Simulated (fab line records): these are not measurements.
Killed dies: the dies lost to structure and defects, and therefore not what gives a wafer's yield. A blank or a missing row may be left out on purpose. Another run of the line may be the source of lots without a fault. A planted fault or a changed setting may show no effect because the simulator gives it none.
2 desks looking at one fault | flow sky130 | each desk has only its own numbers; what lay behind them comes last

## FOR THE TOOL OWNER'S DESK: plasma asher-03
The tool's own readings at SKY_LDD_N_STRIP_16 (strips in O2/N2): means of the sampled wafers that have a number, for each lot that ran on this tool. Any lot whose mean is over 4 standard deviations away from the usual mean is out of limits and marked OUT; that distance is given in the brackets.
Columns: A = chamber pressure mTorr at SKY_LDD_N_STRIP_16, usual 1500.0 mTorr; B = drypump motor current A at SKY_LDD_N_STRIP_16, usual 5.8 A; C = oes product au at SKY_LDD_N_STRIP_16, usual 0.407 a.u.; D = strip time to endpoint s at SKY_LDD_N_STRIP_16, usual 4.314 s
lot  | first seen here | A                 | B   | C               | D
L574 | day 17 15:17    | 1500.9            | 6.1 | 0.408           | 4.320
L577 | day 19 06:17    | 1507.4 (+5.3) OUT | 5.7 | 0.654 (+54) OUT | -
L587 | day 23 00:20    | 1499.7            | 5.9 | 0.411           | 4.324
L589 | day 23 12:50    | 1499.7            | 5.9 | 0.409           | 4.316
L590 | day 23 21:41    | 1500.2            | 5.9 | 0.406           | 4.311
L593 | day 24 14:59    | 1498.3            | 5.6 | 0.404           | 4.308
L597 | day 26 20:41    | 1501.0            | 5.6 | 0.409           | 4.317
This desk's verdict: out of limits on L577, starting with L577 at day 19 06:17 (chamber pressure mTorr at SKY_LDD_N_STRIP_16). Within limits: L574, L587, L589, L590, L593, L597.

## METROLOGY DESK
What the gauges read, lot by lot, whatever tool the lot ran on: means of the sampled wafers that have a number. Any lot whose mean is over 4 standard deviations away from the usual mean is out of limits and marked OUT; that distance is given in the brackets.
Columns: A = LDD_P_TW at SKY_LDD_P_TW_MEAS_11, usual 637
lot  | first seen here | A
L574 | day 18 20:43    | 628
L576 | day 19 23:34    | 647
L577 | day 20 11:26    | 30 (-83) OUT
L578 | day 20 12:04    | 629
L580 | day 21 16:47    | 627
L587 | day 24 05:46    | 639
L586 | day 24 06:41    | 640
L589 | day 24 19:20    | 628
L590 | day 25 03:58    | 648
L591 | day 25 11:32    | 649
L593 | day 25 21:38    | 638
L596 | day 27 00:22    | 628
L597 | day 28 01:58    | 632
This desk's finding: out of limits on L577; first on L577, day 20 11:26 (LDD_P_TW at SKY_LDD_P_TW_MEAS_11). Within limits: L574, L576, L578, L580, L587, L586, L589, L590, L591, L593, L596, L597.

## TAKEN TOGETHER
At day 19 06:17, on L577, the tool owner's desk was in a position to raise an alarm.
At day 20 11:26 the metrology desk could have sounded an alarm, on L577.
On plasma asher-03, each named lot ran SKY_LDD_N_STRIP_16.

## WHAT WAS PUT IN BY THE SIMULATOR
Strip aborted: plasma asher-03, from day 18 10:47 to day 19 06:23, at SKY_LDD_N_STRIP_16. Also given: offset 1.
Shown lots that were struck: L577.
Counting hours from when the fault started, the first reading out of limits came at 20 for the tool owner's desk and at 49 for the metrology desk.
